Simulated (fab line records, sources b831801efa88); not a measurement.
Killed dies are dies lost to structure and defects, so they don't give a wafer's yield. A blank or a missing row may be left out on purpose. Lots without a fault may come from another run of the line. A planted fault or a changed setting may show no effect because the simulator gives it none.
Which tool did it? | flow sky130 | 6 lots, 18 wafers sampled, at 3 steps of a route of 708

WHAT THE GAUGES READ, wafer by wafer
SKY_PWDE_OVL_MEAS_07.
lot  | measured    | on         | PWDE_OVL (nm)
L402 | day 4 01:08 | overlay-02 | -1.5 -0.8 -1.6
L405 | day 4 18:23 | overlay-01 | -0.2 -0.7 -2.3
L408 | day 5 14:05 | overlay-01 | - - -
L416 | day 7 10:44 | overlay-01 | -4.0 -0.8 -2.3
L418 | day 7 18:22 | overlay-01 | -1.5 -1.2 -1.7
L423 | day 9 05:05 | overlay-02 | -1.9 -3.3 -2.6

WHICH TOOL RAN EACH LOT (tool, then ch and the chambers of the sampled wafers, then the start)
lot  | SKY_FIELD_ISO_ETCH_15             | SKY_PWDE_EXPOSE_04
L402 | rie_diel-04 ch 0,1,2, day 2 09:21 | iline_stepper-02 ch 0, day 3 16:56
L405 | rie_diel-01 ch 0,1,2, day 3 01:48 | iline_stepper-02 ch 0, day 4 11:20
L408 | rie_diel-01 ch 0,2, day 3 17:40   | iline_stepper-02 ch 0, day 5 05:56
L416 | rie_diel-01 ch 0,2,3, day 5 12:22 | iline_stepper-02 ch 0, day 7 01:10
L418 | rie_diel-01 ch 2,3, day 5 21:49   | iline_stepper-01 ch 0, day 7 08:20
L423 | rie_diel-04 ch 2,3, day 7 02:15   | iline_stepper-02 ch 0, day 8 18:01
- SKY_FIELD_ISO_ETCH_15: etches the open film in CHF3/O2, stops on Si, target depth 180 nm, time 72 s.
- SKY_PWDE_EXPOSE_04: exposes mask PWDEM, target cd 840 nm.

THE ANSWER, worked out from the rows above alone
Rule: what is usual is taken from the lots themselves. Put in order of their means at a reading, lots are off if they are a third of the lots or fewer, leave a main group of 4 or more, and stand apart from it by a gap of 3 or more times the standard deviation of the main group's means; of several such gaps the widest counts. A main group whose means are all the same, to the digits that the tables above print for the reading, isn't used. A lot without any number at a reading at which 4 lots or more have one is off too. The other lots that the step has rows for count as sound.
Off: L408, at SKY_PWDE_OVL_MEAS_07 (PWDE_OVL). Without a number there: L408. The main group: mean -1.8 nm, standard deviation 0.61.
A tool fits if, at a process step before that reading, it ran every lot that is off, and no sound lot after the first of them. The gauges at SKY_PWDE_OVL_MEAS_07 are tried like those tools. None of those tried fits.

WHAT THE SIMULATOR HAD PUT IN
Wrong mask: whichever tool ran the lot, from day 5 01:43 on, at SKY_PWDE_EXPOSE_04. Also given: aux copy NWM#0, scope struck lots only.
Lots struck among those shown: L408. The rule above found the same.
